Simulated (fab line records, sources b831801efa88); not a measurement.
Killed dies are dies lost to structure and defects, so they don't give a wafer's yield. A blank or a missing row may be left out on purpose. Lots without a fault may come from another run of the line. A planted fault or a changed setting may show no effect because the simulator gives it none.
Split-lot experiment | flow sky130 | 5 lots, 23 wafers read, on a route of 708 steps

THE SPLIT
At SKY_METAL5_SPUTTER_00 (material Ti, target thk 15 nm, time 10 s), the setting power_w was moved away from the recipe's 3000 W on 6 of the 23 wafers read, by -10.9% to -8.1%. The other wafers ran this setting at the recipe's value.

The reading is taken at the split's own step.

THE READING
Ti_of_METAL5_SPUTTER_00.thk_nm (the simulator's own value, which no gauge read), in nm, at SKY_METAL5_SPUTTER_00 (material Ti, target thk 15 nm, time 10 s). The file gives no usual value for it. The 17 wafers here that ran the recipe average 15.13 nm, standard deviation 0.2 nm.

wafer  | tool, chamber at the split | power_w as run, W | against the recipe | Ti_of_METAL5_SPUTTER_00.thk_nm, nm | against lot-mates on the recipe
L075.1 | pvd_sputter-02, -          | 2757              | -8.1%              | 13.85                              | -1.14
L075.2 | pvd_sputter-02, -          | 3000              | recipe             | 14.94                              | -
L075.4 | pvd_sputter-02, -          | 3000              | recipe             | 15.08                              | -
L075.5 | pvd_sputter-02, -          | 2757              | -8.1%              | 13.98                              | -1.01
L075.6 | pvd_sputter-02, -          | 3000              | recipe             | 14.95                              | -
L076.2 | pvd_sputter-01, -          | 3000              | recipe             | 15.32                              | -
L076.5 | pvd_sputter-01, -          | 3000              | recipe             | 15.15                              | -
L076.6 | pvd_sputter-01, -          | 3000              | recipe             | 14.95                              | -
L081.1 | pvd_sputter-01, -          | 2674              | -10.9%             | 13.17                              | -1.82
L081.2 | pvd_sputter-01, -          | 3000              | recipe             | 15.12                              | -
L081.3 | pvd_sputter-01, -          | 3000              | recipe             | 15.17                              | -
L081.4 | pvd_sputter-01, -          | 2674              | -10.9%             | 13.31                              | -1.68
L081.5 | pvd_sputter-01, -          | 3000              | recipe             | 14.67                              | -
L083.1 | pvd_sputter-03, -          | 3000              | recipe             | 15.2                               | -
L083.2 | pvd_sputter-03, -          | 2694              | -10.2%             | 13.95                              | -1.43
L083.3 | pvd_sputter-03, -          | 2694              | -10.2%             | 13.61                              | -1.77
L083.4 | pvd_sputter-03, -          | 3000              | recipe             | 15.6                               | -
L083.6 | pvd_sputter-03, -          | 3000              | recipe             | 15.33                              | -
L085.1 | pvd_sputter-01, -          | 3000              | recipe             | 15.05                              | -
L085.3 | pvd_sputter-01, -          | 3000              | recipe             | 15.35                              | -
L085.4 | pvd_sputter-01, -          | 3000              | recipe             | 15.15                              | -
L085.5 | pvd_sputter-01, -          | 3000              | recipe             | 15.15                              | -
L085.6 | pvd_sputter-01, -          | 3000              | recipe             | 15.07                              | -

THE FIT
A straight line over all 23 wafers: Ti_of_METAL5_SPUTTER_00.thk_nm changes by +0.154 nm for each +1% of power_w; r = +0.96; the points scatter about the line by 0.21 nm.
The same after taking each lot's own level away (the mean of its wafers on the recipe; 23 wafers): +0.153 nm for each +1%; r = +0.98; scatter 0.16 nm.
On that fit, the largest move of power_w shifts the reading by 1.7 nm.
The lots' own levels span 14.987 to 15.377 nm, that is 2.0 times the standard deviation above.
So the lot-to-lot level changes the slope little: the two slopes agree.
Check: with one of the wafers moved furthest among these (-10.9%) left out of the fit, the line predicts -1.62 nm for it against its lot-mates. It came out at -1.82 nm against them.

OTHER SPLITS ON THESE WAFERS
These wafers also went through other splits before the reading. Each is held against what the fit with the lots' levels taken away leaves over:
other split on the same wafers | wafers away from the commonest value | r with Ti_of_METAL5_SPUTTER_00.thk_nm (lot level and that fit taken away)
SKY_METAL4_SPUTTER_04 time_s   | 11                                   | -0.02
SKY_CAP2M_METAL_ETCH_13 time_s | 4                                    | +0.06
SKY_METAL4_ETCH_17 time_s      | 5                                    | -0.23
SKY_VIA4_HDPCVD_00 time_s      | 7                                    | +0.14
SKY_VIA4_EXPOSE_08 dose_mj     | 10                                   | -0.10

THE FILE'S OWN FIT
Ti_of_METAL5_SPUTTER_00.thk_nm changes by +0.153 nm for each +1% of power_w, r = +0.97.
